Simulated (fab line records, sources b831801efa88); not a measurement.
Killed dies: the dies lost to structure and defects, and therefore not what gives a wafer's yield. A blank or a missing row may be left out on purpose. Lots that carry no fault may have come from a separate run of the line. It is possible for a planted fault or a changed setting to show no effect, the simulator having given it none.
A lot that was struck, set against a sound lot	flow sky130	16 out of 708 route steps
Sound: wafers L778.2, L778.4, L778.5. Wafers L792.2, L792.3, L792.4 were the ones struck. At the end, the cause is stated.
At each step with rows: each side's tool, then ch and its chambers, then its first start. Under that, the readings that differ: sound wafers	struck wafers	difference of the means	sigmas: that difference in standard deviations of wafers without a fault.
alike: readings whose means differ by less than 2 such deviations, and words and numbers that are the same on both sides. not compared: withheld readings, readings that some wafer has no value for, bounds like >300 that may hide the same value, and numbers for which the record gives no deviation and whose values overlap.
Wherever a step has rows on one side only, a row that says differs or no value, or a row with sigmas, the two part there. When numbers do not overlap yet have no deviation, they are printed without sigmas and do not part them. A reading that every wafer of one side lacks parts them only if that side has two wafers or more.

first, 5 steps without rows for these wafers: SKY_SONOS_TUNNEL_COAT_02 (resist thk 1140 nm); SKY_SONOS_TUNNEL_SOFTBAKE_03 (time 60 s); SKY_SONOS_TUNNEL_EXPOSE_04 (exposes mask TUNM, target cd 410 nm); SKY_SONOS_TUNNEL_PEB_05; SKY_SONOS_TUNNEL_DEVELOP_06 (develop time 60.75 s).
SKY_SONOS_TUNNEL_CD_MEAS_07: the cd target is 410 nm.
  sound: cdSem-02 at day 11 10:10; struck: cdSem-01 at day 15 23:02
  alike: cdNm
SKY_SONOS_TUNNEL_OVL_MEAS_08:
  sound: overlay-02 at day 11 10:16; struck: overlay-02 at day 15 23:09
  alike: SONOS_TUNNEL_OVL
then, 3 steps without rows for these wafers: SKY_SONOS_TUNNEL_IMPLANT_09; SKY_SONOS_TUNNEL_WET_ETCH_10 (etches SiO2 in dHF, target depth 14 nm, time 280 s); SKY_SONOS_TUNNEL_STRIP_11 (strips in SPM, time 600 s).
SKY_SONOS_TUNNEL_TW_MEAS_12:
  sound: filmMetro-01 at day 11 10:43; struck: filmMetro-02 at day 15 23:36
  alike: SONOS_TUNNEL_TW
then, 1 step without rows for these wafers: SKY_SONOS_TUNNEL_CLEAN_13 (cleans in dHF, time 20 s).
SKY_SONOS_ONO_OXIDATION_00: stabilise 600 s, purge 300 s, target thk 2.6 nm.
  sound on furnace-02 ch 0, day 11 14:14; struck on furnace-01 ch 0, day 15 23:40
reading	sound	struck	difference	sigmas
spikeTcBottomC (C)	819.8 818.6 819.6	797.8 796.6 798.8	-21.6	-17
spikeTcCentreC (C)	800.8 798.3 800.0	776.7 776.8 778.5	-22.4	-22
spikeTcLowerC (C)	800.3 801.9 802.2	774.8 774.6 776.8	-26.1	-16
spikeTcTopC (C)	814.8 815.1 813.1	791.6 792.2 792.9	-22.1	-22
spikeTcUpperC (C)	802.2 799.3 800.3	775.4 776.4 777.7	-24.1	-24
tubeCenterTempC (C)	800.07 799.97 800.05	776.7 776.85 776.82	-23.2	-99 or more
tube_center_temp_C_max	802.4 802.2 801.9	778.1 779.3 779.3	-23.3	-66
zonePowerLowerPct (%)	13.9 13.9 13.9	11.5 11.7 11.7	-2.3	-4
model.SiO2_of_SONOS_ONO_OXIDATION_00.thkNm (nm)	2.537 2.581 2.559	1.882 1.896 1.892	-0.669	
SKY_SONOS_ONO_THK_MEAS_01:
  sound: filmMetro-04 at day 11 15:35; struck: filmMetro-04 at day 16 01:01
reading	sound	struck	difference	sigmas
SONOS_ONO_OXIDATION_THK (nm)	2.54 2.57 2.60	1.91 1.91 1.85	-0.68	-12
then, 1 step without rows for these wafers: SKY_SONOS_ONO_CVD_02 (deposits Si3N4 from DCS/NH3, target thk 10.5 nm, time 180 s).
-- here the record skips 33 days between the struck wafers' starts before and after, leaving off in module SONOS_ONO and picking up in module PAD_OPEN (first step shown: number 708 of the route) --
SKY_PAD_OPEN_PROBE_99:
  sound: prober-02 at day 46 01:29; struck: prober-02 at day 49 03:15
reading	sound	struck	difference	sigmas
killedAtFrontEnd	26 29 15	11 10 12	-12	-3
killedDies	95 103 105	89 76 78	-20	-2
killedOpen	56 60 60	50 46 37	-14	-2
model.etest.sonosUncharged.rOnOhmUm	826.3 815.9 820	803.8 798.1 798.1	-20.7	
model.etest.capOno.gateLog10ACm2	-7.955 -8.024 -7.87	-7.141 -7.172 -7.158	+0.793	
model.etest.capOno.toxAccNm (nm)	12.91 12.95 12.82	12.3 12.33 12.23	-0.6	
model.etest.sonosErased.vtV (V)	-2.299 -2.252 -2.351	-2.603 -2.565 -2.639	-0.302	
model.etest.pfetG5v0d10v5.offLog10AUm	-12.26 -12.42 -12.41	-12.78 -12.57 -12.84	-0.37	
model.etest.sonosBaked.vtLessV (V)	-0.4929 -0.4461 -0.5354	-0.7297 -0.7223 -0.7239	-0.2338	
  alike: killed_at_M0_to_M3, killed_at_M4_up, killedAtContacts, killedAtOther, killedShort
  not compared: model.etest.sonosErased.driveUaUm, model.etest.capOno.gateBvV

WHERE THEY PART
At SKY_SONOS_ONO_OXIDATION_00 first; at SKY_PAD_OPEN_PROBE_99 last (within this record only).

WHY: what had been put in by the simulator
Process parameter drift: furnace-01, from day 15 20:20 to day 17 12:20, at SKY_SONOS_ONO_OXIDATION_00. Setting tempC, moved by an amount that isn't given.
